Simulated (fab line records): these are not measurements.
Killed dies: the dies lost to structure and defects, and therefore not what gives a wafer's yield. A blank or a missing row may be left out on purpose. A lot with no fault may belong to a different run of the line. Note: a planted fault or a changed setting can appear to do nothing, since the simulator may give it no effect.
fab line records	flow sky130
[record] lots = 4	wafers = 12	lastDay = 50
route steps=708 shown GATE_OXIDE@192 POLY_GATE@204 RES_PROTECT@206 PAD_OPEN@708
lots that met no fault: from a run of the same line without faults
startH: hours from the record's first day to the start of the lot's first wafer shown	waitH: how many hours have passed since the lot's step before this one	" as in the row above	L1.1+2: a row that stands for several wafers	- no value, or no start given	* or withheld: withheld	< > ~ a bound
route shown NAME@n: names a module that has steps shown in the file, with the first one's number in the route	usual: mean/standard deviation taken from wafers without a fault	same: alike in all rows	chamber/n: place in a boat	sites: readings site by site	_std_site: standard deviation of those values	_edge_site: the outer-site mean with the inner-site mean subtracted	radiusMm: how far each site lies from the wafer's centre	mask NAME#n: copy n	behind: tool/chamber where the wafer was last shaped	hold: the reason the lot was held/the length of the hold in hours/how it ended	device: whichever transistor did not switch (one of n, p or np)	end of line: the route-end tests of the same wafers	where a step has no rows: the recipe by itself	killed: count of dies lost to structure and defects at first sort (not the wafer's yield)	map: dies across one wafer; x = killed, . = not, _ = none there
set.NAME: setting as actually run; set.NAME@STEP: the setting as run at that earlier step	model.NAME: the simulator's own value behind a step, which no gauge read
lots seen at some steps along the route; tables by step, rows by wafer
services: the hour from which a tool's chamber was out of use, counted from the record's first day as startH (under 0 if before that day), plus the number of hours and why
[[steps]]
[step SKY_GATE_OXIDE_COAT_05]
[recipe] resist = NOVOLAK	spinRpm = 3000	resistThkNm = 1140
[step SKY_GATE_OXIDE_SOFTBAKE_06]
[recipe] tempC = 90	timeS = 60	resist = NOVOLAK
[step SKY_GATE_OXIDE_EXPOSE_07]
[recipe] maskId = LVOM	na = 0.6	sourceShape = conventional	sigmaOuter = 0.6	polarization = unpolarized	targetCdNm = 600	doseMj = 170
[step SKY_GATE_OXIDE_PEB_08]
[recipe] tempC = withheld	timeS = *	resist = NOVOLAK
[step SKY_GATE_OXIDE_DEVELOP_09]
[recipe] resist = NOVOLAK	developer = TMAH	developTimeS = 60	devTempC = 23
[step SKY_GATE_OXIDE_IMPLANT_11]
[recipe] species = B	energyKev = 10	doseCm2 = 2.6e+12	tiltDeg = withheld
[step SKY_GATE_OXIDE_WET_ETCH_12]
[recipe] chemistry = dHF	targetDepthNm = 16.8	dry = n2Spin	target = SiO2	dilution = 100:1	tempC = 25	timeS = 336
[step SKY_GATE_OXIDE_STRIP_13]
[recipe] chemistry = O2/N2	powerW = 1400	pressureMtorr = 1500	platenTempC = withheld	o2FlowSccm = 3000	n2FlowSccm = 300	overashFraction = 0.5
[step SKY_GATE_OXIDE_CLEAN_15]
[recipe] chemistry = SC1/SC2	mix = 1:4:20	tempC = 70	timeS = 150	dry = n2Spin
[step SKY_GATE_OXIDE_OXIDATION_16]
[recipe] tempC = 800	ambient = O2	idleTempC = 700	rampUpCPerMin = 10	rampDownCPerMin = 3	stabiliseS = 600	purgeS = 300	targetThkA = 35.7	oxTimeS = 1915
[step SKY_POLY_GATE_CVD_00]
[recipe] material = poly-Si	targetThkNm = 180	tempC = 620	timeS = 720	pressureMtorr = 200
[usual] spikeTcCentreC = 621.9/1	spikeTcLowerC = 620.3/1	spikeTcUpperC = 618.0/1.5	susceptorTempC = 620.0/0.3
lot.wafer	tool	chamber	startH	waitH	spikeTcCentreC	spikeTcLowerC	spikeTcUpperC	susceptorTempC	model.poly-Si_of_POLY_GATE_CVD_00.thkNm
L819.1	lpcvd-01	0	370.95	0.0	616.6	614.3	615.3	614.4	158
L819.2	"	0	"	"	617.7	614.2	614.6	614.8	159.3
L819.5	"	0	"	"	617.2	615.8	614.5	614.1	159.3
L820.3	lpcvd-01	1	382.83	0.0	616.6	613.8	612.8	614.9	159
L820.4	"	1	"	"	615.0	616.7	613.1	614.7	158.5
L820.6	"	1	"	"	617.0	613.4	613.1	614.9	158
L830.2	lpcvd-01	1	473.33	0.0	623.6	620.7	617.3	620.3	183
L830.5	"	1	"	"	622.4	618.4	617.4	620.3	182.8
L830.6	"	1	"	"	622.3	619.6	618.0	619.9	181.8
L835.3	lpcvd-01	1	514.56	0.0	621.8	621.6	615.9	620.2	175.7
L835.4	"	1	"	"	622.2	621.5	617.9	620.1	176.6
L835.5	"	1	"	"	623.0	619.5	617.5	620.5	178
[step SKY_POLY_GATE_THK_MEAS_01]
[recipe] reads = poly-Si_of_POLY_GATE_CVD_00
[usual] POLY_GATE_CVD_00_THK = 179.1/1.8
lot.wafer	tool	chamber	startH	waitH	POLY_GATE_CVD_00_THK[nm]
L819.1	filmMetro-01	-	372.15	0.0	158.0
L819.2	"	-	"	"	159.3
L819.5	"	-	"	"	159.3
L820.3	filmMetro-04	-	384.05	0.0	159.1
L820.4	"	-	"	"	158.4
L820.6	"	-	"	"	157.9
L830.2	filmMetro-02	-	474.54	0.0	183.1
L830.5	"	-	"	"	182.9
L830.6	"	-	"	"	181.7
L835.3	filmMetro-02	-	515.78	0.0	175.7
L835.4	"	-	"	"	176.7
L835.5	"	-	"	"	177.9
[step SKY_RES_PROTECT_DEHYDRATE_00]
[recipe] tempC = 200	timeS = 60
[step SKY_RES_PROTECT_HMDS_01]
[recipe] primeTimeS = 60	primeTempC = 120
[step SKY_RES_PROTECT_COAT_02]
[recipe] resist = NOVOLAK	spinRpm = 3000	resistThkNm = 1140
[step SKY_RES_PROTECT_SOFTBAKE_03]
[recipe] tempC = 90	timeS = 60	resist = NOVOLAK
[step SKY_RES_PROTECT_EXPOSE_04]
[recipe] maskId = RPM	na = 0.6	sourceShape = conventional	sigmaOuter = 0.6	polarization = unpolarized	targetCdNm = 1270	doseMj = 131
[step SKY_RES_PROTECT_PEB_05]
[recipe] tempC = withheld	timeS = *	resist = NOVOLAK
[step SKY_RES_PROTECT_DEVELOP_06]
[recipe] resist = NOVOLAK	developer = TMAH	developTimeS = 60	devTempC = 23
[step SKY_POLY_GATE_IMPLANT_02]
[recipe] species = P	energyKev = 30	doseCm2 = 7.7e+15	tiltDeg = 0
[step SKY_RES_PROTECT_STRIP_07]
[recipe] chemistry = O2/N2	powerW = 1400	pressureMtorr = 1500	platenTempC = withheld	o2FlowSccm = 3000	n2FlowSccm = 300	overashFraction = 0.5
[step SKY_RES_PROTECT_CLEAN_09]
[recipe] chemistry = SC1/SC2	mix = 1:4:20	tempC = 70	timeS = 150	dry = n2Spin
lot.wafer	tool	chamber	startH	waitH	model.poly-Si_of_POLY_GATE_CVD_00.thkNm
L819.1	wetBench-04	3	400.20	0.1	157.4
L819.2+5	"	3	"	"	158.7
L820.3	wetBench-01	3	413.73	0.0	158.4
L820.4	"	3	"	"	157.8
L820.6	"	3	"	"	157.4
L830.2	wetBench-01	2	505.15	0.0	182.4
L830.5	"	2	"	"	182.2
L830.6	"	2	"	"	181.1
L835.3	wetBench-02	3	545.87	0.0	175.1
L835.4	"	3	"	"	176
L835.5	"	3	"	"	177.4
[step SKY_POLY_GATE_CVD_03]
[recipe] material = Si3N4	precursor = DCS/NH3	targetThkNm = 75	tempC = 770	timeS = 1290	pressureMtorr = 253.5
[step SKY_POLY_GATE_DEHYDRATE_05]
[recipe] tempC = 200	timeS = 60
[step SKY_POLY_GATE_HMDS_06]
[recipe] primeTimeS = 60	primeTempC = 120
[step SKY_POLY_GATE_COAT_07]
[recipe] resist = BARC	tempC = withheld	timeS = withheld	spinRpm = 3000	resistThkNm = 110
[step SKY_POLY_GATE_COAT_08]
[recipe] resist = KrF-thick	spinRpm = 3000	resistThkNm = 450
[step SKY_POLY_GATE_SOFTBAKE_09]
[recipe] tempC = 100	timeS = 90	resist = KrF-thick
[step SKY_POLY_GATE_EXPOSE_10]
[recipe] maskId = P1M	na = 0.68	sourceShape = conventional	sigmaOuter = 0.6	targetCdNm = 150	doseMj = 28
[step SKY_POLY_GATE_PEB_11]
[recipe] pebTempC = withheld	pebTimeS = withheld	resist = KrF-thick
[step SKY_POLY_GATE_DEVELOP_12]
[recipe] developTimeS = 60	resist = KrF-thick	devTempC = 21
[step SKY_POLY_GATE_ETCH_15]
[recipe] chemistry = N2/H2	target = BARC	ionEnergyEv = 200	sourceW = 500	biasW = 100	pressureMtorr = 30	n2FlowSccm = 100	h2FlowSccm = 200	stopOn = SiO2	timeS = 118.5	targetDepthA = 1100
[step SKY_POLY_GATE_ETCH_16]
[recipe] stopOn = poly-Si	chemistry = CH3F/O2	target = Si3N4	sourceW = 400	biasW = 80	pressureMtorr = 25	ch3fFlowSccm = 40	O2_flow_sccm = 30	timeS = 147.5	targetDepthA = 750
[step SKY_POLY_GATE_ETCH_17]
[recipe] targetDepthNm = 180	stopOn = SiO2	overEtchFrac = 0.56667	chemistry = HBr/Cl2	target = poly-Si	icpW = 400	biasW = 100	pressureMtorr = 10	HBr_flow_sccm = 150	Cl2_flow_sccm = 50	timeS = 70.5
[usual] HBr_flow_sccm = 150.0/0.43	drypumpMotorCurrentA = 5.7/0.3	heBacksideLeakSccm = 2.7/0.31	oesProductAu = 0.983/0.0083	rfFwdPowerW = 397.2/1.6	throttleValvePct = 33.685/0.0096
lot.wafer	tool	chamber	startH	waitH	HBr_flow_sccm	drypumpMotorCurrentA	heBacksideLeakSccm	oesProductAu	rfFwdPowerW	rfHoursCounterH	throttleValvePct	model.etch.depthNm	model.POLY_GATE.featureDepthNm
L819.1	rieSi-02	3	432.30	0.0	150.4	5.4	2.8	0.904	393.4	41	33.700	157.4	157.4
L819.2	"	2	"	"	150.1	5.8	2.4	0.918	396.9	0	33.679	158.7	158.7
L819.5	"	2	"	"	149.9	5.9	2.4	0.916	397.8	-	33.691	158.7	158.7
L820.3	rieSi-01	1	445.49	0.0	149.9	5.3	2.7	0.911	394.8	0	33.676	158.4	158.4
L820.4	"	0	"	"	149.9	6.0	2.7	0.910	397.5	11	33.690	157.8	157.8
L820.6	"	2	"	"	149.4	6.0	2.6	0.905	397.0	-	33.684	157.4	157.4
L830.2	rieSi-01	2	537.19	0.0	149.7	6.0	2.9	0.997	399.9	6	33.669	181.7	181.7
L830.5	"	2	"	"	150.4	6.0	2.5	0.992	399.4	-	33.693	181.4	181.4
L830.6	"	3	"	"	150.2	6.2	2.5	0.986	397.6	-	33.684	178.3	178.3
L835.3	rieSi-02	1	577.54	0.0	149.1	5.5	3.0	0.975	396.4	0	33.692	175.1	175.1
L835.4	"	0	"	"	150.2	5.5	2.9	0.966	398.6	-	33.703	175.7	175.7
L835.5	"	2	"	"	149.6	5.9	2.3	0.985	396.4	-	33.684	177.4	177.4
[step SKY_POLY_GATE_STRIP_18]
[recipe] chemistry = O2/N2	powerW = 1400	pressureMtorr = 1500	platenTempC = withheld	o2FlowSccm = 3000	n2FlowSccm = 300	overashFraction = 0.5
[step SKY_PAD_OPEN_PROBE_99]
[usual] killed_at_M0_to_M3 = 45/7.5	killed_at_M4_up = 2.8/1.9	killedAtContacts = 25/5.5	killedAtFrontEnd = 14/4	killedAtOther = 0.3/0.75	killedDies = 87/9.4	killedOnRim = 17/3.8	killedOpen = 47/6.6	killedShort = 39/6.6
[same] grossDies = 492	killedAtBackSide = 0
lot.wafer	tool	chamber	startH	waitH	killed_at_M0_to_M3	killed_at_M4_up	killedAtContacts	killedAtFrontEnd	killedAtOther	killedDies	killedOnRim	killedOpen	killedShort	model.etest.resHighPo.lineOhmUm	model.etest.resPoly.lineOhmUm	model.etest.resHighPo.rsOhmSq	model.etest.resPoly.rsOhmSq	model.etest.capLiToPoly.cAfUm2
L819.1	prober-01	-	1122.16	0.1	38	2	29	18	0	87	24	43	43	829.4	563.3	292.7	54.25	96.38
L819.2	prober-01	-	1122.21	0.1	33	2	10	16	0	61	11	36	25	841.6	591.5	289.7	53.39	93.64
L819.5	prober-01	-	1122.36	0.2	49	1	28	13	0	91	22	46	45	820.4	543.9	295.9	54.24	92.63
L820.3	prober-02	-	1133.53	0.2	44	6	25	15	0	90	10	47	43	818.9	583	289.9	54.41	93.81
L820.4	prober-02	-	1133.58	0.2	47	3	23	19	1	93	17	48	45	832.4	563.4	289.2	53.75	95.17
L820.6	prober-02	-	1133.68	0.2	43	1	23	15	0	82	13	48	34	825.8	543.6	287.7	53.85	95.23
L830.2	prober-01	-	1184.93	0.1	33	2	27	22	1	85	20	55	30	734.6	508.6	255.3	47.44	100.2
L830.5	prober-01	-	1185.08	0.2	41	2	21	16	0	80	16	49	31	739.6	502.8	262.4	48.17	100.5
L830.6	prober-01	-	1185.13	0.2	46	3	20	15	0	84	17	38	46	760.3	549.7	259.7	47.85	99.94
L835.3	prober-02	-	1207.61	0.2	31	1	32	10	0	74	18	40	34	778.9	512.8	268.8	49.29	97.39
L835.4	prober-02	-	1207.66	0.2	44	4	27	20	1	96	23	47	49	761.1	526.8	266.6	48.58	94.05
L835.5	prober-02	-	1207.71	0.2	46	3	22	20	1	92	17	49	43	773.1	534.8	266.2	48.91	100
// killed by level:class
L819.1 CONTACT:geometricParticle:open=10 METAL1:geometricParticle:short=8 LI_CONTACT:geometricParticle:open=7 CONTACT:geometricParticle:short=6 VIA1:geometricParticle:open=6 FIELD_ISO:geometricParticle:short=4 FIELD_ISO:geometricParticle:open=4 POLY_GATE:geometricParticle:open=4
L819.2 VIA1:geometricParticle:open=9 FIELD_ISO:geometricParticle:short=6 FIELD_ISO:geometricParticle:open=5 LI_CONTACT:geometricParticle:open=5 VIA2:geometricParticle:short=5 VIA2:geometricParticle:open=5 CONTACT:geometricParticle:open=3 METAL3:geometricParticle:short=3
L819.5 VIA1:geometricParticle:open=11 CONTACT:geometricParticle:open=10 METAL2:geometricParticle:short=7 VIA2:geometricParticle:open=7 METAL1:geometricParticle:short=7 CONTACT:geometricParticle:short=6 VIA3:geometricParticle:open=5 LI_CONTACT:geometricParticle:short=4
L820.3 VIA1:geometricParticle:open=13 CONTACT:geometricParticle:open=10 VIA3:geometricParticle:open=9 CONTACT:geometricParticle:short=6 LOCAL_INTERCONNECT:geometricParticle:short=5 METAL2:geometricParticle:short=5 METAL1:geometricParticle:short=4 VIA1:geometricParticle:short=4
L820.4 VIA1:geometricParticle:open=10 LI_CONTACT:geometricParticle:open=9 METAL1:geometricParticle:short=9 POLY_GATE:geometricParticle:short=7 CONTACT:geometricParticle:open=6 VIA3:geometricParticle:open=6 METAL2:geometricParticle:short=6 VIA2:geometricParticle:open=5
L820.6 VIA1:geometricParticle:open=10 CONTACT:geometricParticle:open=8 LI_CONTACT:geometricParticle:open=7 VIA2:geometricParticle:open=7 METAL2:geometricParticle:short=7 VIA1:geometricParticle:short=6 POLY_GATE:geometricParticle:open=5 FIELD_ISO:geometricParticle:open=4
L830.2 CONTACT:geometricParticle:open=17 FIELD_ISO:geometricParticle:open=9 VIA3:geometricParticle:open=8 VIA1:geometricParticle:open=8 LOCAL_INTERCONNECT:geometricParticle:short=4 METAL1:geometricParticle:short=4 VIA1:geometricParticle:short=4 POLY_GATE:geometricParticle:open=3
L830.5 CONTACT:geometricParticle:open=8 VIA1:geometricParticle:open=7 VIA2:geometricParticle:open=7 VIA3:geometricParticle:open=7 LI_CONTACT:geometricParticle:open=6 VIA1:geometricParticle:short=6 METAL2:geometricParticle:short=6 POLY_GATE:geometricParticle:open=4
L830.6 VIA1:geometricParticle:open=9 VIA3:geometricParticle:short=8 CONTACT:geometricParticle:open=7 METAL1:geometricParticle:short=7 VIA1:geometricParticle:short=6 VIA3:geometricParticle:open=5 FIELD_ISO:geometricParticle:open=4 POLY_GATE:geometricParticle:short=4
L835.3 CONTACT:geometricParticle:open=11 LI_CONTACT:geometricParticle:open=10 LOCAL_INTERCONNECT:geometricParticle:short=6 VIA1:geometricParticle:open=6 VIA1:geometricParticle:short=5 METAL1:geometricParticle:short=4 VIA2:geometricParticle:open=4 VIA3:geometricParticle:open=4
L835.4 CONTACT:geometricParticle:open=10 VIA1:geometricParticle:open=9 VIA3:geometricParticle:open=9 CONTACT:geometricParticle:short=7 FIELD_ISO:geometricParticle:short=6 POLY_GATE:geometricParticle:open=6 METAL1:geometricParticle:short=6 VIA1:geometricParticle:short=5
L835.5 VIA1:geometricParticle:open=18 LOCAL_INTERCONNECT:geometricParticle:short=7 METAL1:geometricParticle:short=6 POLY_GATE:geometricParticle:open=5 CONTACT:geometricParticle:open=5 FIELD_ISO:geometricParticle:short=4 FIELD_ISO:geometricParticle:open=4 LI_CONTACT:geometricParticle:short=4
[[services]]
tool	chamber	startH	hours	kind
rieSi-01	0	359.97	16.3	repair
rieSi-01	-	383.39	0.3	repair
rieSi-01	2	391.12	1.5	repair
rieSi-02	2	406.01	-	clean
rieSi-02	2	406.01	14.9	scheduledDown
rieSi-02	2	406.01	14.9	ventCycle
rieSi-01	3	411.96	7.2	repair
rieSi-01	1	419.19	-	clean
rieSi-01	1	419.19	18.2	scheduledDown
rieSi-01	1	419.19	18.2	ventCycle
rieSi-02	0	420.95	-	clean
rieSi-02	0	420.95	22.2	scheduledDown
rieSi-02	0	420.95	22.2	ventCycle
rieSi-02	1	454.45	-	clean
rieSi-02	1	454.45	15.9	scheduledDown
rieSi-02	1	454.45	15.9	ventCycle
rieSi-02	-	463.61	0.2	repair
rieSi-02	-	495.83	0.8	repair
wetBench-02	-	544.35	0.6	repair
rieSi-01	-	546.49	2.8	pm
rieSi-01	3	550.84	20.0	repair
rieSi-02	3	557.52	-	clean
rieSi-02	3	557.52	28.1	scheduledDown
rieSi-02	3	557.52	28.1	ventCycle
[[key]]
[firstSign] step = SKY_POLY_GATE_CVD_00	reading = susceptorTempC	direction = down	sigmas = 18	usual = *	struck = *
[effect] step = SKY_POLY_GATE_CVD_00	reading = spikeTcLowerC	direction = down	sigmas = 5.4	usual = 620.3	struck = 614.7
[effect] step = SKY_POLY_GATE_THK_MEAS_01	reading = POLY_GATE_CVD_00_THK	direction = down	sigmas = 11	usual = 179.1	struck = 158.7
[effect] step = SKY_POLY_GATE_ETCH_17	reading = oesProductAu	direction = down	sigmas = 8.7	usual = 0.983	struck = 0.911
[modelEffect] step = SKY_POLY_GATE_CVD_00	value = poly-Si_of_POLY_GATE_CVD_00.thkNm	without = 179.5	struck = 158.7
[modelEffect] step = SKY_RES_PROTECT_CLEAN_09	value = poly-Si_of_POLY_GATE_CVD_00.thkNm	without = 178.8	struck = 158.1
[modelEffect] step = SKY_POLY_GATE_ETCH_17	value = etch.depthNm	without = 178.7	struck = 158.1
[modelEffect] step = SKY_PAD_OPEN_PROBE_99	value = etest.resHighPo.lineOhmUm	without = 742.5	struck = 828.1
metAt SKY_POLY_GATE_CVD_00
struckWafers L819.1,L819.2,L819.5,L820.3,L820.4,L820.6
testerLeftOut L819,L820
[fault] kind = processParameterDrift	tool = lpcvd-01	chamber = -	onsetH = 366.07	steps = SKY_POLY_GATE_CVD_00	channel = tempC	offset = *	shape = step	endH = 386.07	stated = *
// testerLeftOut: of these lots the tester's yield and bins aren't shown, on N5 and GAA mostly nor the transistor test; their killed dies are dies lost to structure and defects alone, not to doping, threshold or leakage, so they don't give the yield
